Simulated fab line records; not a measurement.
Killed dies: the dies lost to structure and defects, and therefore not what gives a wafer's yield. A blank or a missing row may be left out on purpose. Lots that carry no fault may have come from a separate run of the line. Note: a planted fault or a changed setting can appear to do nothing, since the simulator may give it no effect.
fab line records + flow gf180mcu + part 2 of 2: steps 27 to 35 of 35
[record]
- lots = 5
- wafers = 15
- lastDay = 34
route steps=602 shown M3@411 V3@429
lots untouched by any fault: they come from a run of this same line in which no faults occurred
startH: start of the lot's first displayed wafer, in hours after the record's first day + waitH: hours since the lot's step before + " the same as in the row above + L1.1+2: a row that stands for several wafers + - no value, or no start given + * or withheld: withheld + < > ~ a bound
route shown NAME@n: NAME is a module with steps in the file, n the number in the route of the first one + usual: mean/standard deviation of fault-free wafers + same: alike in all rows + chamber/n: place in a boat + sites: per-site readings + _std_site: how widely they spread, as a standard deviation + _edge_site: inner sites' mean taken away from outer sites' mean + radiusMm: for every site, how far away it sits from the centre of the wafer + mask NAME#n: copy n + behind: tool/chamber where the wafer was last shaped + hold: why the lot went on hold/how many hours it stayed there/how the hold came to an end + device: whichever transistor did not switch (one of n, p or np) + end of line: the same wafers' tests at the end of the route + a step with no rows: only its recipe + killed: count of dies lost to structure and defects at first sort (not the wafer's yield) + map: per-die view of a wafer (x killed, . not killed, _ where there is no die)
set.NAME: setting as actually run; set.NAME@STEP: the setting as run at that earlier step + model.NAME: the simulator's own value behind a step, which no gauge read
lots at selected steps of the route; one table per step, one row per wafer
services: the hour from which a tool's chamber was out of use, counted from the record's first day as startH (under 0 if before that day), plus the number of hours and why
[[steps]]
[step GF_V3_COAT_08]
[recipe]
- resist = BARC
- tempC = withheld
- timeS = withheld
- spinRpm = withheld
- resistThkNm = withheld
[usual]
- dispensePressureKPa = 48/4.1
- resistLineTempC = *
| lot.wafer | tool          | chamber | startH | waitH | dispensePressureKPa | resistLineTempC |
|-----------|---------------|---------|--------|-------|---------------------|-----------------|
| L075.1    | lithoTrack-02 | 0       | 511.74 | 0.1   | 44                  | *               |
| L075.2    | "             | 0       | "      | "     | 44                  | *               |
| L075.4    | "             | 0       | "      | "     | 44                  | *               |
| L080.2    | lithoTrack-04 | 0       | 553.01 | 0.1   | 53                  | *               |
| L080.3    | "             | 0       | "      | "     | 53                  | *               |
| L080.5    | "             | 0       | "      | "     | 53                  | *               |
| L084.2    | lithoTrack-04 | 0       | 588.36 | 0.1   | 53                  | *               |
| L084.3    | "             | 0       | "      | "     | 53                  | *               |
| L084.5    | "             | 0       | "      | "     | 53                  | *               |
| L092.1    | lithoTrack-01 | 0       | 644.62 | 0.1   | 49                  | *               |
| L092.4    | "             | 0       | "      | "     | 49                  | *               |
| L092.6    | "             | 0       | "      | "     | 49                  | *               |
| L096.2    | lithoTrack-02 | 0       | 672.86 | 0.1   | 44                  | *               |
| L096.5    | "             | 0       | "      | "     | 44                  | *               |
| L096.6    | "             | 0       | "      | "     | 44                  | *               |
[step GF_V3_COAT_09]
[recipe]
- resist = KrF
- spinRpm = withheld
- resistThkNm = 1000
[usual]
- dispensePressureKPa = 48/4.1
- resistLineTempC = 22.99/0.11
| lot.wafer | tool          | chamber | startH | waitH | dispensePressureKPa | resistLineTempC |
|-----------|---------------|---------|--------|-------|---------------------|-----------------|
| L075.1    | lithoTrack-02 | 0       | -      | -     | 44                  | 23.02           |
| L075.2    | "             | 0       | "      | "     | 44                  | 22.88           |
| L075.4    | "             | 0       | "      | "     | 44                  | 22.97           |
| L080.2    | lithoTrack-04 | 0       | -      | -     | 53                  | 22.99           |
| L080.3    | "             | 0       | "      | "     | 53                  | 23.08           |
| L080.5    | "             | 0       | "      | "     | 53                  | 23.03           |
| L084.2    | lithoTrack-04 | 0       | -      | -     | 53                  | 23.06           |
| L084.3    | "             | 0       | "      | "     | 53                  | 22.97           |
| L084.5    | "             | 0       | "      | "     | 53                  | 23.10           |
| L092.1    | lithoTrack-01 | 0       | -      | -     | 49                  | 22.92           |
| L092.4    | "             | 0       | "      | "     | 49                  | 23.00           |
| L092.6    | "             | 0       | "      | "     | 49                  | 23.04           |
| L096.2    | lithoTrack-02 | 0       | -      | -     | 44                  | 23.10           |
| L096.5    | "             | 0       | "      | "     | 44                  | 23.13           |
| L096.6    | "             | 0       | "      | "     | 44                  | 22.95           |
[step GF_V3_SOFTBAKE_10]
[recipe]
- tempC = 130
- timeS = 60
- resist = KrF
[usual]
- resistLineTempC = 23.00/0.099
| lot.wafer | tool          | chamber | startH | waitH | resistLineTempC |
|-----------|---------------|---------|--------|-------|-----------------|
| L075.1    | lithoTrack-02 | 0       | -      | -     | 22.94           |
| L075.2    | "             | 0       | "      | "     | 22.99           |
| L075.4    | "             | 0       | "      | "     | 22.91           |
| L080.2    | lithoTrack-04 | 0       | -      | -     | 22.93           |
| L080.3    | "             | 0       | "      | "     | 22.97           |
| L080.5    | "             | 0       | "      | "     | 23.00           |
| L084.2    | lithoTrack-04 | 0       | -      | -     | 22.90           |
| L084.3    | "             | 0       | "      | "     | 22.86           |
| L084.5    | "             | 0       | "      | "     | 22.93           |
| L092.1    | lithoTrack-01 | 0       | -      | -     | 22.85           |
| L092.4    | "             | 0       | "      | "     | 23.08           |
| L092.6    | "             | 0       | "      | "     | 23.19           |
| L096.2    | lithoTrack-02 | 0       | -      | -     | 23.14           |
| L096.5    | "             | 0       | "      | "     | 22.95           |
| L096.6    | "             | 0       | "      | "     | 23.04           |
[step GF_V3_EXPOSE_11]
[recipe]
- maskId = Via3
- targetCdNm = 260
- na = 0.68
- sourceShape = conventional
- sigmaOuter = 0.6
- doseMj = 38
[usual]
- reticleTempC = 22.99/0.11
| lot.wafer | tool          | chamber | startH | waitH | mask   | reticleTempC |
|-----------|---------------|---------|--------|-------|--------|--------------|
| L075.1    | krfScanner-01 | 0       | -      | -     | Via3#0 | 22.97        |
| L075.2    | "             | 0       | "      | "     | Via3#0 | 23.20        |
| L075.4    | "             | 0       | "      | "     | Via3#0 | 22.95        |
| L080.2    | krfScanner-02 | 0       | -      | -     | Via3#0 | 22.96        |
| L080.3    | "             | 0       | "      | "     | Via3#0 | 22.89        |
| L080.5    | "             | 0       | "      | "     | Via3#0 | 22.96        |
| L084.2    | krfScanner-01 | 0       | -      | -     | Via3#0 | 22.97        |
| L084.3    | "             | 0       | "      | "     | Via3#0 | 22.83        |
| L084.5    | "             | 0       | "      | "     | Via3#0 | 22.90        |
| L092.1    | krfScanner-01 | 0       | -      | -     | Via3#0 | 23.19        |
| L092.4    | "             | 0       | "      | "     | Via3#0 | 23.00        |
| L092.6    | "             | 0       | "      | "     | Via3#0 | 23.17        |
| L096.2    | krfScanner-02 | 0       | -      | -     | Via3#0 | 22.98        |
| L096.5    | "             | 0       | "      | "     | Via3#0 | 23.14        |
| L096.6    | "             | 0       | "      | "     | Via3#0 | 22.91        |
[step GF_V3_PEB_12]
[recipe]
- pebTempC = 133.8
- pebTimeS = 90
- resist = KrF
[usual]
- resistLineTempC = 23.01/0.11
| lot.wafer | tool          | chamber | startH | waitH | resistLineTempC |
|-----------|---------------|---------|--------|-------|-----------------|
| L075.1    | lithoTrack-01 | 0       | -      | -     | 23.16           |
| L075.2    | "             | 0       | "      | "     | 23.11           |
| L075.4    | "             | 0       | "      | "     | 23.00           |
| L080.2    | lithoTrack-02 | 0       | -      | -     | 22.90           |
| L080.3    | "             | 0       | "      | "     | 22.84           |
| L080.5    | "             | 0       | "      | "     | 22.91           |
| L084.2    | lithoTrack-02 | 0       | -      | -     | 22.94           |
| L084.3    | "             | 0       | "      | "     | 22.86           |
| L084.5    | "             | 0       | "      | "     | 23.06           |
| L092.1    | lithoTrack-01 | 0       | -      | -     | 22.94           |
| L092.4    | "             | 0       | "      | "     | 23.00           |
| L092.6    | "             | 0       | "      | "     | 23.00           |
| L096.2    | lithoTrack-04 | 0       | -      | -     | 22.94           |
| L096.5    | "             | 0       | "      | "     | 23.10           |
| L096.6    | "             | 0       | "      | "     | 22.99           |
[step GF_V3_DEVELOP_13]
[recipe]
- developTimeS = 60
- resist = KrF
- devTempC = 21
[usual]
- resistLineTempC = 23.00/0.12
[same]
- developTimeS = 60
| lot.wafer | tool          | chamber | startH | waitH | resistLineTempC |
|-----------|---------------|---------|--------|-------|-----------------|
| L075.1    | lithoTrack-01 | 0       | 523.62 | 0.2   | 22.99           |
| L075.2    | "             | 0       | "      | "     | 23.08           |
| L075.4    | "             | 0       | "      | "     | 22.94           |
| L080.2    | lithoTrack-02 | 0       | 564.06 | 0.2   | 23.05           |
| L080.3    | "             | 0       | "      | "     | 23.07           |
| L080.5    | "             | 0       | "      | "     | 23.15           |
| L084.2    | lithoTrack-02 | 0       | 599.41 | 0.2   | 23.02           |
| L084.3    | "             | 0       | "      | "     | 23.18           |
| L084.5    | "             | 0       | "      | "     | 22.95           |
| L092.1    | lithoTrack-01 | 0       | 654.67 | 0.2   | 23.07           |
| L092.4    | "             | 0       | "      | "     | 23.18           |
| L092.6    | "             | 0       | "      | "     | 23.01           |
| L096.2    | lithoTrack-04 | 0       | 682.31 | 0.2   | 23.05           |
| L096.5    | "             | 0       | "      | "     | 22.84           |
| L096.6    | "             | 0       | "      | "     | 22.97           |
[step GF_V3_CD_MEAS_14]
[recipe]
- targetCdNm = 260
[usual]
- cdNm = 259.9/1.3
| lot.wafer | tool     | chamber | startH | waitH | cdNm  |
|-----------|----------|---------|--------|-------|-------|
| L075.1    | cdSem-02 | -       | 523.77 | 0.1   | 260.5 |
| L075.2    | "        | -       | "      | "     | 261.1 |
| L075.4    | "        | -       | "      | "     | 261.8 |
| L080.2    | cdSem-01 | -       | 564.21 | 0.1   | 260.1 |
| L080.3    | "        | -       | "      | "     | 259.5 |
| L080.5    | "        | -       | "      | "     | 259.3 |
| L084.2    | cdSem-01 | -       | 599.67 | 0.2   | 258.0 |
| L084.3    | "        | -       | "      | "     | 258.2 |
| L084.5    | "        | -       | "      | "     | 257.5 |
| L092.1    | cdSem-02 | -       | 654.82 | 0.1   | 259.0 |
| L092.4    | "        | -       | "      | "     | 258.2 |
| L092.6    | "        | -       | "      | "     | 258.4 |
| L096.2    | cdSem-01 | -       | 682.45 | 0.1   | 259.9 |
| L096.5    | "        | -       | "      | "     | 258.0 |
| L096.6    | "        | -       | "      | "     | 258.8 |
[step GF_V3_OVL_MEAS_15]
[usual]
- V3_OVL = -2/5.6
| lot.wafer | tool       | chamber | startH | waitH | V3_OVL[nm] |
|-----------|------------|---------|--------|-------|------------|
| L075.1    | overlay-01 | -       | 523.89 | 0.1   | 6          |
| L075.2    | "          | -       | "      | "     | -5         |
| L075.4    | "          | -       | "      | "     | -2         |
| L080.2    | overlay-01 | -       | 564.32 | 0.1   | -10        |
| L080.3    | "          | -       | "      | "     | -2         |
| L080.5    | "          | -       | "      | "     | 2          |
| L084.2    | overlay-02 | -       | 599.78 | 0.1   | -14        |
| L084.3    | "          | -       | "      | "     | -12        |
| L084.5    | "          | -       | "      | "     | -4         |
| L092.1    | overlay-02 | -       | 654.94 | 0.1   | -4         |
| L092.4    | "          | -       | "      | "     | 1          |
| L092.6    | "          | -       | "      | "     | -5         |
| L096.2    | overlay-01 | -       | 682.56 | 0.1   | 0          |
| L096.5    | "          | -       | "      | "     | -4         |
| L096.6    | "          | -       | "      | "     | -6         |
[step GF_V3_ETCH_16]
[recipe]
- chemistry = N2/H2
- targetDepthA = withheld
- overetchA = withheld
- timeS = withheld
- target = BARC
- ionEnergyEv = 200
- sourceW = 500
- biasW = 100
- pressureMtorr = 30
- n2FlowSccm = 100
- h2FlowSccm = 200
[usual]
- drypumpMotorCurrentA = 5.9/0.35
- oesProductAu = 0.853/0.0045
- throttleValvePct = 13.225/0.0089
| lot.wafer | tool       | chamber | startH | waitH | drypumpMotorCurrentA | oesProductAu | throttleValvePct |
|-----------|------------|---------|--------|-------|----------------------|--------------|------------------|
| L075.1    | rieDiel-02 | 1       | 523.93 | 0.0   | 6.0                  | 0.850        | 13.228           |
| L075.2    | "          | 0       | "      | "     | 5.2                  | 0.857        | 13.235           |
| L075.4    | "          | 3       | "      | "     | 5.7                  | 0.853        | 13.247           |
| L080.2    | rieDiel-04 | 2       | 564.35 | 0.0   | 6.4                  | 0.856        | 13.238           |
| L080.3    | "          | 3       | "      | "     | 6.4                  | 0.856        | 13.228           |
| L080.5    | "          | 3       | "      | "     | 6.3                  | 0.852        | 13.241           |
| L084.2    | rieDiel-04 | 2       | 599.81 | 0.0   | 6.3                  | 0.860        | 13.225           |
| L084.3    | "          | 1       | "      | "     | 6.1                  | 0.858        | 13.226           |
| L084.5    | "          | 3       | "      | "     | 6.3                  | 0.848        | 13.220           |
| L092.1    | rieDiel-03 | 2       | 654.98 | 0.0   | 5.9                  | 0.855        | 13.225           |
| L092.4    | "          | 3       | "      | "     | 6.2                  | 0.854        | 13.223           |
| L092.6    | "          | 2       | "      | "     | 5.9                  | 0.851        | 13.213           |
| L096.2    | rieDiel-02 | 3       | 682.59 | 0.0   | 5.7                  | 0.850        | 13.234           |
| L096.5    | "          | 2       | "      | "     | 6.1                  | 0.856        | 13.230           |
| L096.6    | "          | 3       | "      | "     | 5.7                  | 0.853        | 13.224           |
[[services]]
| tool           | chamber | startH | hours | kind   |
|----------------|---------|--------|-------|--------|
| cmp-02         | -       | 451.33 | 0.8   | repair |
| krfScanner-01  | -       | 465.32 | 0.2   | repair |
| pvdSputter-04  | -       | 470.76 | 3.6   | repair |
| krfScanner-02  | -       | 474.14 | 1.3   | pm     |
| hdpcvd-02      | 1       | 492.16 | 3.7   | repair |
| krfScanner-01  | -       | 496.38 | 1.3   | pm     |
| krfScanner-02  | -       | 536.12 | 0.8   | pm     |
| pvdSputter-04  | -       | 539.50 | 6.4   | repair |
| krfScanner-02  | -       | 546.21 | 1.5   | repair |
| pvdSputter-02  | -       | 557.90 | 12.7  | repair |
| krfScanner-02  | -       | 559.42 | 0.3   | repair |
| krfScanner-02  | -       | 567.74 | 1.0   | pm     |
| cmp-02         | -       | 572.28 | 4.0   | pm     |
| krfScanner-01  | -       | 583.81 | 1.0   | pm     |
| pvdSputter-03  | -       | 590.87 | 2.3   | repair |
| krfScanner-02  | -       | 603.99 | 3.0   | pm     |
| krfScanner-01  | -       | 605.95 | 1.5   | repair |
| krfScanner-01  | -       | 615.56 | 0.3   | repair |
| plasmaAsher-01 | -       | 624.10 | 6.2   | repair |
| cmp-02         | -       | 625.42 | 9.2   | pm     |
| pvdSputter-03  | -       | 626.87 | 1.1   | repair |
| pvdSputter-02  | -       | 641.97 | 3.0   | repair |
| krfScanner-02  | -       | 650.04 | 1.3   | pm     |
| pvdSputter-04  | -       | 655.83 | 3.8   | repair |
